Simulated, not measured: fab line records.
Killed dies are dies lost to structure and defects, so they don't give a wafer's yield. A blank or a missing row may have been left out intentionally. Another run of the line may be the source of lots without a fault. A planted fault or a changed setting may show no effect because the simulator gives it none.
Problem report, 8D (eight disciplines) form, completed by code | flow gf180mcu | the parts of the form that need people (team, actions taken, sign-off) are left out

1. THE ISSUE
At GF_M3_SPUTTER_04, cathode dc power W averages 6020.3 W over 4 wafers from 3 lots, while fault-free wafers read 6500.1 W, standard deviation 1.2. So: -99 or more standard deviations from the usual mean.
The step: material TiN, target thk 50 nm, time 41.7 s.
First observed at day 25 20:02: wafer L358.1, on pvd sputter-04. At this step, 42 wafers from 14 lots have a number in the record. The rule behind "out" and "out of limits": a value lying over 4 standard deviations away from the usual mean. Any other wafer with a number is counted as sound.

2. WHAT IT IS AND WHAT IT IS NOT
question                    | is                             | is not
which readings at this step | cathode dc power W             | chamber pressure pa, throttle valve pct
which lots                  | L358, L359, L361               | L343, L344, L346, L347, L348, L350, L351, L353, L357, L365, L366
which wafers of those lots  | L358.1, L358.6, L359.3, L361.5 | L358.4, L359.1, L359.5, L361.1, L361.3
read on which tools         | pvd sputter-04                 | pvd sputter-01, pvd sputter-03
when                        | from day 25 20:02              | up to then (28 sound wafers); but 10 sound wafers of L359, L361, L365, L366 came after

3. SUSPECTS, AND WHAT RULES EACH OUT
Counting: a tool at a process step up to the reading stays a suspect if it ran every lot that is out. Sound lots after the first of them don't rule it out here, since some wafers of a struck lot are sound.
- pvd sputter-04 at GF_M3_SPUTTER_04 (material TiN, target thk 50 nm, time 41.7 s): kept. It processed each lot that is out (first: L358, day 25 20:02); up to then, its last sound lot is L357 (day 25 11:41). On those wafers its own readings are out: cathode dc power W.
Remaining after the count: pvd sputter-04 at GF_M3_SPUTTER_04.

4. THE CAUSE (what the simulator had put in)
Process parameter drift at GF_M3_SPUTTER_04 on pvd sputter-04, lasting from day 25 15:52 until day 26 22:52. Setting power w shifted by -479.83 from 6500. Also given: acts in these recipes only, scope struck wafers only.
Counting left only this tool.

5. SEQUENCE OF EFFECTS, ordered by route
Rows list readings where the struck wafers' mean (over those with a number) sits beyond 3 standard deviations from the usual. Only readings whose record carries a usual standard deviation are examined. hours: median over the lots of the time between each lot's start at the first step of this table that gives one and its start at this step. sigmas: the change, counted in usual standard deviations.
hours | step             | reading            | usual    | on struck wafers | change | sigmas
0     | GF_M3_SPUTTER_04 | cathode dc power W | 6500.1 W | 6020.3           | -479.8 | -99 or more
It contains these process steps:
- GF_M3_SPUTTER_04: material TiN, target thk 50 nm, time 41.7 s.
Later steps that measure or inspect, where all struck wafers having a row at the step show a number for every such reading and not one has moved that far: GF_M3_OVL_MEAS_15, GF_V3_THK_MEAS_01.

6. HOW IT WOULD HAVE BEEN CAUGHT EARLIER
In this record the first reading out of limits was taken at day 25 20:02, 4 hours after the fault began at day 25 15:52.
